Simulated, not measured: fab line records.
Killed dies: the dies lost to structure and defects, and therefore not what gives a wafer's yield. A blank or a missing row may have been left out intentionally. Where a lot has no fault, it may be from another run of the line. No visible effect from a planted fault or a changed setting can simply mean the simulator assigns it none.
A lot that was struck, set against a sound lot :: flow gf180mcu :: 15 out of 602 route steps
Sound: the wafers L798.2, L798.4, L798.6. Struck: wafers L807.5, L807.6. The cause comes at the end.
Order at every step that has rows: each side's tool, ch and its chambers, its first start. Under that, the readings that differ: sound wafers :: struck wafers :: difference of the means :: sigmas: that difference in standard deviations of wafers without a fault.
alike: readings with means less than 2 such deviations apart, plus words and numbers identical on both sides. not compared: withheld readings, readings lacking a value on some wafer, bounds such as >300 that could conceal the same value, and numbers that have no deviation in the record and whose values overlap.
The two part at a step that has a row with sigmas, a row that says differs or no value, or rows on one side only. Numbers that don't overlap but have no deviation are shown without sigmas and don't part them. A reading that every wafer of one side lacks parts them only if that side has two wafers or more.

GF_TOP_METAL_SPUTTER_01: material TiN, target thk 30 nm, time 25 s.
  sound: pvdSputter-04 at day 28 01:47; struck: pvdSputter-04 at day 31 01:42
  alike: throttleValvePct
GF_TOP_METAL_SPUTTER_02: material AlCu, target thk 900 nm, time 47.82 s.
  sound: pvdSputter-04 at day 28 01:49; struck: pvdSputter-04 at day 31 01:44
  alike: throttleValvePct
GF_TOP_METAL_SPUTTER_03: material Ti, target thk 5 nm, time 3.3 s.
  sound: pvdSputter-04 at day 28 01:51; struck: pvdSputter-04 at day 31 01:46
  alike: throttleValvePct
GF_TOP_METAL_SPUTTER_04: material TiN, target thk 25 nm, time 20.8 s.
  sound: pvdSputter-04 at day 28 01:52; struck: pvdSputter-04 at day 31 01:47
  alike: throttleValvePct
GF_TOP_METAL_RS_MEAS_05: uses a four-point probe to measure.
  sound: filmMetro-04 at day 28 01:55; struck: filmMetro-04 at day 31 01:53
  alike: TOP_METAL_ALCU_RS
GF_TOP_METAL_THK_MEAS_06: measures by xrf.
  sound: filmMetro-04 at day 28 02:02; struck: filmMetro-04 at day 31 01:58
  alike: TOP_METAL_ALCU_THK
then, 6 steps without rows for these wafers: GF_TOP_METAL_DEHYDRATE_07 (time 60 s); GF_TOP_METAL_HMDS_08 (prime time 60 s); GF_TOP_METAL_COAT_09 (resist thk 1500 nm); GF_TOP_METAL_SOFTBAKE_10 (time 60 s); GF_TOP_METAL_EXPOSE_11 (exposes mask MetalTop, target cd 440 nm); GF_TOP_METAL_PEB_12.
GF_TOP_METAL_DEVELOP_13: develop time 60 s.
  sound on lithoTrack-04 ch 0, day 28 20:52; struck on lithoTrack-04 ch 0, day 31 18:32
GF_TOP_METAL_CD_MEAS_14: target cd 440 nm.
  sound: cdSem-01 at day 28 21:01; struck: cdSem-02 at day 31 18:40
  alike: cdNm
GF_TOP_METAL_OVL_MEAS_15:
  sound: overlay-01 at day 28 21:07; struck: overlay-01 at day 31 18:44
  alike: TOP_METAL_OVL

== WHERE THEY PART ==
Nowhere in this record.

WHY: the cause the simulator had injected
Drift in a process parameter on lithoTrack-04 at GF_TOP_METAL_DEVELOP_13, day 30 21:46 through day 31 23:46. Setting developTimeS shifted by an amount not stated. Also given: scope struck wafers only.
